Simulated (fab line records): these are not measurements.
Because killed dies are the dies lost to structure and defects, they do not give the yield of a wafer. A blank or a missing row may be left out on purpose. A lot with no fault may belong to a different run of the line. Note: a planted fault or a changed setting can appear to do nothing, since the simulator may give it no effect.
Struck lot and sound lot, side by side	flow sky130	20 out of 708 route steps
Sound: the wafers L828.1, L828.2, L828.3. Struck: wafer L840.1 (left out: L840.5, L840.6 of the same lot, which were not struck); the cause appears at the end.
For every step that has rows: the tool of each side, followed by ch and its chambers, followed by its first start. Under that, the readings that differ: sound wafers	struck wafers	difference of the means	sigmas: that difference in standard deviations of wafers without a fault.
alike: words and numbers the same on both sides, and readings whose means are apart by under 2 such deviations; not compared: readings that were withheld, readings missing a value for some wafer, numbers with overlapping values and no deviation given by the record, and bounds like >300 which may hide the same value.
The two part at a step that has a row with sigmas, a row that says differs or no value, or rows on one side only. Non-overlapping numbers with no deviation appear without sigmas and do not part them. A reading that every wafer of one side lacks parts them only if that side has two wafers or more.

first, 1 step without rows for these wafers: SKY_POLY_GATE_CVD_03 (deposits Si3N4 from DCS/NH3, target thk 75 nm, time 1290 s).
SKY_POLY_GATE_THK_MEAS_04:
  sound on film-metro-04, day 16 13:02; struck on film-metro-02, day 20 21:35
  alike: POLY_GATE_CVD_03_THK
then, 8 steps without rows for these wafers: SKY_POLY_GATE_DEHYDRATE_05 (time 60 s); SKY_POLY_GATE_HMDS_06 (prime time 60 s); SKY_POLY_GATE_COAT_07 (resist thk 110 nm); SKY_POLY_GATE_COAT_08 (resist thk 450 nm); SKY_POLY_GATE_SOFTBAKE_09 (time 86.89 s); SKY_POLY_GATE_EXPOSE_10 (exposes mask P1M, target cd 150 nm); SKY_POLY_GATE_PEB_11; SKY_POLY_GATE_DEVELOP_12 (develop time 60 s).
SKY_POLY_GATE_CD_MEAS_13: the cd target is 150 nm.
  sound on cd-sem-01, day 17 18:01; struck on cd-sem-01, day 22 04:55
  alike: cd-nm
SKY_POLY_GATE_OVL_MEAS_14:
  sound on overlay-01, day 17 18:08; struck on overlay-02, day 22 05:02
  alike: POLY_GATE_OVL
SKY_POLY_GATE_ETCH_15: etches BARC in N2/H2, stops on SiO2, time 118.5 s, target depth 110 nm.
  sound on rie-diel-04 ch 0,1,3, day 17 18:11; struck on rie-diel-01 ch 2, day 22 05:05
reading	sound	struck	difference	sigmas
model.KrF-thick_of_POLY_GATE_COAT_08.thk-nm (nm)	345.7 346.1 344.5	294.8	-50.6	
model.POLY_GATE.cd-nm (nm)	147.9 148.9 149.5	138.4	-10.4	
model.SiO2_of_SONOS_ONO_CVD_04.thk-nm (nm)	4.206 4.177 4.136	0	-4	
  alike: drypump-motor-current-A, oes-product-au, throttle-valve-pct
  not compared: rf-hours-counter-h
SKY_POLY_GATE_ETCH_16: etches Si3N4 in CH3F/O2, stops on poly-Si, time 147.5 s, target depth 75 nm.
  sound on rie-diel-04 ch 0,1,3, day 17 18:16; struck on rie-diel-01 ch 2, day 22 05:10
  alike: ch3f-flow-sccm, drypump-motor-current-A, oes-product-au, throttle-valve-pct
  not compared: rf-hours-counter-h
SKY_POLY_GATE_ETCH_17: etches poly-Si in HBr/Cl2, stops on SiO2, target depth 180 nm, time 70.5 s.
  sound on rie-si-02 ch 0,1,3, day 17 18:22; struck on rie-si-01 ch 3, day 22 05:16
reading	sound	struck	difference	sigmas
rf-hours-counter-h (h)	3 6 6	50	+45	
model.KrF-thick_of_POLY_GATE_COAT_08.thk-nm (nm)	142.2 143.7 137.5	90.65	-50.48	
model.POLY_GATE.cd-nm (nm)	149 150.8 149.5	138.1	-11.7	
  alike: HBr_flow_sccm, drypump-motor-current-A, he-backside-leak-sccm, oes-product-au, throttle-valve-pct
SKY_POLY_GATE_STRIP_18: strips in O2/N2.
  sound on plasma-asher-04 ch 0,1, day 17 18:25; struck on plasma-asher-03 ch 0, day 22 05:19
reading	sound	struck	difference	sigmas
oes-product-au (a.u.)	0.363 0.366 0.359	0.332	-0.031	-7
strip-time-to-endpoint-s (s)	3.19 3.23 3.14	2.62	-0.57	-16
  alike: drypump-motor-current-A
  not compared: rf-hours-counter-h
then, 2 steps without rows for these wafers: SKY_POLY_GATE_CLEAN_19 (cleans in SC1/SC2, time 150 s); SKY_POLY_GATE_OXIDATION_20 (stabilise 600 s, purge 300 s, target thk 4 nm).
SKY_POLY_GATE_CD_MEAS_22:
  sound on cd-sem-01, day 17 20:00; struck on cd-sem-02, day 22 07:24
reading	sound	struck	difference	sigmas
cd-nm (nm)	149.1 151.0 149.4	138.4	-11.4	-5
then, 1 step without rows for these wafers: SKY_LDD_N_DEHYDRATE_00 (time 60 s).

## WHERE THEY PART
Last at SKY_POLY_GATE_CD_MEAS_22 as far as this record goes, first at SKY_POLY_GATE_STRIP_18.

WHY: the cause the simulator had injected
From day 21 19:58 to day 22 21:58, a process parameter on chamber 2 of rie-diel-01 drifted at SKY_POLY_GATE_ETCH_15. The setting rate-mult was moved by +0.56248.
